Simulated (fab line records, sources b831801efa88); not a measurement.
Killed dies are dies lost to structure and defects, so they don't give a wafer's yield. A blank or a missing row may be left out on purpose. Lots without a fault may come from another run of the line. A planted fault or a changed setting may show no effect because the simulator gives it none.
fab line records | flow sky130
record lots=6 wafers=18 last_day=50
route steps=708 shown VT_ADJUST_PCH@148 SONOS_TUNNEL@154 PAD_OPEN@708
lots that met no fault: from a run of the same line without faults
start_h: hours from the record's first day to the start of the lot's first wafer shown | wait_h: hours since the lot's step before | " the same as in the row above | L1.1+2: a row that stands for several wafers | - no value, or no start given | * or withheld: withheld | < > ~ a bound
route shown NAME@n: a module of which the file shows steps, and the number in the route of the first | usual: mean/standard deviation of fault-free wafers | same: alike in all rows | chamber/n: place in a boat | sites: the reading at each site | _std_site: their standard deviation | _edge_site: outer sites' mean less inner sites' | radius_mm: how far each site lies from the wafer's centre | mask NAME#n: copy n | behind: the tool/chamber that last shaped the wafer | hold: why the lot was held/for how many hours/how that ended | device: the transistor (n, p or np) that didn't switch | end of line: the same wafers' tests at the end of the route | a step without rows: its recipe alone | killed: dies lost to structure and defects at the first sort, not the wafer's yield | map: a wafer's dies, x killed, . not, _ none there
set.NAME: the setting as run; set.NAME@STEP: as run at that earlier step | model.NAME: the simulator's own value behind a step, which no gauge read
lots at some steps of the route; a table a step, a row a wafer
services: from which hour (start_h, from the record's first day; less than 0 if before it) a tool's chamber was out of use, for how many hours, and why
## steps
# step SKY_VT_ADJUST_PCH_PEB_05
# recipe temp_c=115 time_s=withheld
# step SKY_VT_ADJUST_PCH_DEVELOP_06
# recipe wall_angle_deg=90 developer=TMAH develop_time_s=60 dev_temp_c=23
# step SKY_VT_ADJUST_PCH_OVL_MEAS_07
# usual VT_ADJUST_PCH_OVL=-0.2/1.5
# columns lot.wafer tool chamber start_h wait_h VT_ADJUST_PCH_OVL[nm]
L511.1 overlay-01 - 236.95 - -3.6
L511.5 " - " " -3.0
L511.6 " - " " -0.3
L514.1 overlay-01 - 272.25 - 1.0
L514.3 " - " " 1.5
L514.6 " - " " 0.9
L515.1 overlay-02 - 280.75 - -0.6
L515.5 " - " " -0.4
L515.6 " - " " 0.2
L523.1 overlay-01 - 344.72 - -0.1
L523.3 " - " " -0.8
L523.5 " - " " 0.3
L526.2 overlay-01 - 355.50 - 0.7
L526.5 " - " " -0.6
L526.6 " - " " 2.5
L530.3 overlay-01 - 383.53 - -1.4
L530.5 " - " " -1.8
L530.6 " - " " -2.9
# step SKY_VT_ADJUST_PCH_IMPLANT_08
# recipe species=B energy_kev=10 dose_cm2=5e+11 tilt_deg=withheld
# step SKY_VT_ADJUST_PCH_STRIP_09
# recipe chemistry=O2/N2 power_w=1400 pressure_mtorr=1500 platen_temp_c=withheld o2_flow_sccm=3000 n2_flow_sccm=300 overash_fraction=0.5
# usual drypump_motor_current_A=6.13/0.19 n2_flow_sccm=299.9/0.89 oes_product_au=0.723/0.0044 strip_time_to_endpoint_s=36.89/0.093
# columns lot.wafer tool chamber start_h wait_h drypump_motor_current_A n2_flow_sccm oes_product_au rf_hours_counter_h strip_time_to_endpoint_s
L511.1 plasma_asher-01 0 237.13 0.1 6.14 300.0 0.727 43 36.84
L511.5 " 1 " " 6.09 298.7 0.727 - 36.85
L511.6 " 0 " " 6.14 300.6 0.723 - 36.91
L514.1 plasma_asher-01 1 272.43 0.1 6.11 300.1 0.726 46 36.98
L514.3 " 1 " " 6.10 298.7 0.723 - 36.90
L514.6 " 1 " " 6.09 299.4 0.724 - 36.93
L515.1 plasma_asher-04 1 280.93 0.1 6.27 300.2 0.730 59 36.91
L515.5 " 1 " " 6.29 300.1 0.722 - 36.81
L515.6 " 0 " " 5.98 301.3 0.719 - 36.85
L523.1 plasma_asher-03 0 344.90 0.1 6.45 298.6 0.726 22 36.88
L523.3 " 1 " " 5.80 299.3 0.718 - 36.85
L523.5 " 1 " " 5.81 300.5 0.719 - 36.71
L526.2 plasma_asher-01 1 355.68 0.1 6.06 298.5 0.728 54 36.93
L526.5 " 1 " " 6.10 299.1 0.726 - 36.79
L526.6 " 0 " " 6.16 299.3 0.721 - 36.93
L530.3 plasma_asher-04 1 383.73 0.1 6.28 300.2 0.720 - 36.82
L530.5 " 1 " " 6.29 301.7 0.729 - 36.91
L530.6 " 0 " " 5.99 299.4 0.728 - 36.89
# step SKY_VT_ADJUST_PCH_TW_MEAS_10
# usual VT_ADJUST_PCH_TW=143.4/2.6
# columns lot.wafer tool chamber start_h wait_h VT_ADJUST_PCH_TW
L511.1 film_metro-02 - 237.23 0.1 147.8
L511.5 " - " " 147.8
L511.6 " - " " 147.2
L514.1 film_metro-02 - 272.53 0.1 147.0
L514.3 " - " " 147.0
L514.6 " - " " 147.2
L515.1 film_metro-01 - 281.03 0.1 141.1
L515.5 " - " " 141.5
L515.6 " - " " 141.5
L523.1 film_metro-02 - 345.04 0.1 146.3
L523.3 " - " " 146.0
L523.5 " - " " 145.4
L526.2 film_metro-03 - 355.79 0.1 141.3
L526.5 " - " " 141.4
L526.6 " - " " 142.1
L530.3 film_metro-02 - 383.82 0.1 146.9
L530.5 " - " " 146.6
L530.6 " - " " 146.5
# step SKY_SONOS_TUNNEL_DEHYDRATE_00
# recipe temp_c=200 time_s=60
# step SKY_SONOS_TUNNEL_HMDS_01
# recipe prime_time_s=60 prime_temp_c=120
# step SKY_SONOS_TUNNEL_COAT_02
# recipe resist=NOVOLAK spin_rpm=3063 resist_thk_nm=1140
# step SKY_SONOS_TUNNEL_SOFTBAKE_03
# recipe temp_c=90 time_s=60 resist=NOVOLAK
# step SKY_SONOS_TUNNEL_EXPOSE_04
# recipe mask_id=TUNM na=0.6 source_shape=conventional sigma_outer=0.6 polarization=unpolarized target_cd_nm=410 dose_mj=136
# step SKY_SONOS_TUNNEL_PEB_05
# recipe temp_c=withheld time_s=* resist=NOVOLAK
# step SKY_SONOS_TUNNEL_DEVELOP_06
# recipe resist=NOVOLAK developer=TMAH develop_time_s=60 dev_temp_c=23
# usual resist_line_temp_C=23.02/0.11
# columns lot.wafer tool chamber start_h wait_h resist_line_temp_C
L511.1 litho_track-03 0 260.21 0.1 23.20
L511.5 " 0 " " 23.08
L511.6 " 0 " " 23.08
L514.1 litho_track-01 0 297.78 0.1 22.91
L514.3 " 0 " " 23.05
L514.6 " 0 " " 22.93
L515.1 litho_track-01 0 306.03 0.1 22.79
L515.5 " 0 " " 22.65
L515.6 " 0 " " 22.97
L523.1 litho_track-03 0 373.16 0.1 23.14
L523.3 " 0 " " 23.17
L523.5 " 0 " " 23.03
L526.2 litho_track-01 0 383.20 0.1 22.99
L526.5 " 0 " " 22.92
L526.6 " 0 " " 22.94
L530.3 litho_track-04 0 412.55 0.1 23.04
L530.5 " 0 " " 23.06
L530.6 " 0 " " 22.95
# step SKY_SONOS_TUNNEL_CD_MEAS_07
# recipe target_cd_nm=410
# usual cd_nm=411.3/2.2
# columns lot.wafer tool chamber start_h wait_h cd_nm
L511.1 cd_sem-01 - 260.36 0.1 410.1
L511.5 " - " " 410.8
L511.6 " - " " 412.2
L514.1 cd_sem-02 - 297.93 0.1 396.1
L514.3 " - " " 396.7
L514.6 " - " " 395.6
L515.1 cd_sem-01 - 306.18 0.1 396.8
L515.5 " - " " 394.2
L515.6 " - " " 395.4
L523.1 cd_sem-02 - 373.31 0.1 409.0
L523.3 " - " " 409.6
L523.5 " - " " 408.3
L526.2 cd_sem-01 - 383.35 0.1 410.2
L526.5 " - " " 413.6
L526.6 " - " " 414.5
L530.3 cd_sem-01 - 412.69 0.1 411.6
L530.5 " - " " 411.6
L530.6 " - " " 411.2
# step SKY_SONOS_TUNNEL_OVL_MEAS_08
# usual SONOS_TUNNEL_OVL=0.7/1.4
# columns lot.wafer tool chamber start_h wait_h SONOS_TUNNEL_OVL[nm]
L511.1 overlay-01 - 260.48 0.1 -1.7
L511.5 " - " " -1.2
L511.6 " - " " 0.3
L514.1 overlay-01 - 298.05 0.1 -0.1
L514.3 " - " " -1.4
L514.6 " - " " 0.0
L515.1 overlay-02 - 306.30 0.1 0.2
L515.5 " - " " 0.4
L515.6 " - " " 0.9
L523.1 overlay-02 - 373.43 0.1 1.2
L523.3 " - " " -0.2
L523.5 " - " " 1.5
L526.2 overlay-02 - 383.45 0.1 2.7
L526.5 " - " " 2.6
L526.6 " - " " 1.3
L530.3 overlay-01 - 412.78 0.1 1.2
L530.5 " - " " 0.3
L530.6 " - " " 1.3
# step SKY_PAD_OPEN_PROBE_99
# usual killed_at_M0_to_M3=44/7.3 killed_at_M4_up=3.1/1.9 killed_at_contacts=24/5.3 killed_at_front_end=15/4 killed_at_other=0.4/0.6 killed_dies=86/9.2 killed_open=47/6.9 killed_short=39/6.9
# same gross_dies=492 killed_at_back_side=0
# columns lot.wafer tool chamber start_h wait_h killed_at_M0_to_M3 killed_at_M4_up killed_at_contacts killed_at_front_end killed_at_other killed_dies killed_open killed_short
L511.1 prober-02 - 1082.29 0.1 35 1 22 16 1 75 42 33
L511.5 prober-02 - 1082.49 0.2 42 1 26 18 0 87 46 41
L511.6 prober-02 - 1082.54 0.2 44 3 18 12 0 77 39 38
L514.1 prober-01 - 1110.61 0.1 40 3 16 16 0 75 41 34
L514.3 prober-01 - 1110.71 0.2 49 2 16 16 0 83 48 34
L514.6 prober-01 - 1110.86 0.2 41 1 20 14 0 76 46 30
L526.2 prober-02 - 1168.95 0.1 36 6 17 19 1 79 43 36
L526.5 prober-02 - 1169.10 0.2 50 3 16 11 0 80 44 36
L526.6 prober-02 - 1169.15 0.2 38 5 35 21 0 99 42 57
# killed by level:class
L511.1 VIA1:geometric_particle:open=9 CONTACT:geometric_particle:open=8 LI_CONTACT:geometric_particle:open=7 FIELD_ISO:geometric_particle:short=6 VIA3:geometric_particle:open=5 FIELD_ISO:geometric_particle:open=4 VIA1:geometric_particle:short=4 METAL2:geometric_particle:short=4
L511.5 VIA3:geometric_particle:open=9 CONTACT:geometric_particle:short=8 VIA2:geometric_particle:open=8 METAL2:geometric_particle:short=6 LOCAL_INTERCONNECT:geometric_particle:short=6 CONTACT:geometric_particle:open=6 POLY_GATE:geometric_particle:open=5 VIA1:geometric_particle:open=5
L511.6 VIA1:geometric_particle:open=14 LI_CONTACT:geometric_particle:open=6 METAL2:geometric_particle:short=6 VIA3:geometric_particle:short=5 CONTACT:geometric_particle:short=5 VIA2:geometric_particle:open=5 CONTACT:geometric_particle:open=4 METAL1:geometric_particle:short=4
L514.1 VIA3:geometric_particle:open=10 VIA1:geometric_particle:open=9 FIELD_ISO:geometric_particle:short=5 CONTACT:geometric_particle:open=5 CONTACT:geometric_particle:short=5 FIELD_ISO:geometric_particle:open=3 SPACER:geometric_particle:open=3 METAL1:geometric_particle:short=3
L514.3 VIA1:geometric_particle:open=14 VIA3:geometric_particle:open=8 METAL2:geometric_particle:short=7 LI_CONTACT:geometric_particle:open=6 POLY_GATE:geometric_particle:open=5 VIA2:geometric_particle:open=5 VIA2:geometric_particle:short=4 CONTACT:geometric_particle:open=4
L514.6 VIA1:geometric_particle:open=14 LI_CONTACT:geometric_particle:open=7 VIA2:geometric_particle:open=6 VIA3:geometric_particle:open=6 CONTACT:geometric_particle:open=5 FIELD_ISO:geometric_particle:short=4 CONTACT:geometric_particle:short=4 METAL2:geometric_particle:short=4
L526.2 LI_CONTACT:geometric_particle:open=8 VIA2:geometric_particle:open=7 FIELD_ISO:geometric_particle:open=5 METAL4:geometric_particle:short=5 VIA3:geometric_particle:open=5 VIA1:geometric_particle:open=5 VIA1:geometric_particle:short=5 VIA2:geometric_particle:short=4
L526.5 VIA1:geometric_particle:open=11 VIA2:geometric_particle:open=9 VIA3:geometric_particle:open=6 CONTACT:geometric_particle:open=6 METAL2:geometric_particle:short=6 METAL3:geometric_particle:short=5 FIELD_ISO:geometric_particle:open=4 VIA3:geometric_particle:short=4
L526.6 METAL1:geometric_particle:short=9 METAL2:geometric_particle:short=9 LI_CONTACT:geometric_particle:open=7 LOCAL_INTERCONNECT:geometric_particle:short=7 CONTACT:geometric_particle:short=7 CONTACT:geometric_particle:open=7 FIELD_ISO:geometric_particle:open=6 POLY_GATE:geometric_particle:short=6
## services
# columns tool chamber start_h hours kind
plasma_asher-01 - 245.28 2.8 pm
plasma_asher-04 - 307.17 1.6 repair
plasma_asher-01 - 318.18 0.5 repair
plasma_asher-04 - 342.23 1.8 repair
plasma_asher-04 - 374.28 9.4 repair
litho_track-03 - 387.71 - consumable_replace:filter
plasma_asher-03 - 403.86 0.7 repair
plasma_asher-03 - 407.37 3.8 repair
plasma_asher-04 - 412.00 2.8 pm
## key
first_sign step=SKY_SONOS_TUNNEL_CD_MEAS_07 reading=cd_nm direction=down sigmas=7.1 usual=411.3 struck=395.8
effect none on later readings
met_at SKY_SONOS_TUNNEL_DEVELOP_06
struck_wafers L514.1,L514.3,L514.6,L515.1,L515.5,L515.6
tester_left_out L514,L515
fault kind=process_parameter_drift tool=litho_track-01 chamber=- onset_h=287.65 steps=SKY_SONOS_TUNNEL_DEVELOP_06 channel=develop_time_s offset=* shape=step end_h=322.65 acts_in=* stated=*
# tester_left_out: of these lots the tester's yield and bins aren't shown, on N5 and GAA mostly nor the transistor test; their killed dies are dies lost to structure and defects alone, not to doping, threshold or leakage, so they don't give the yield
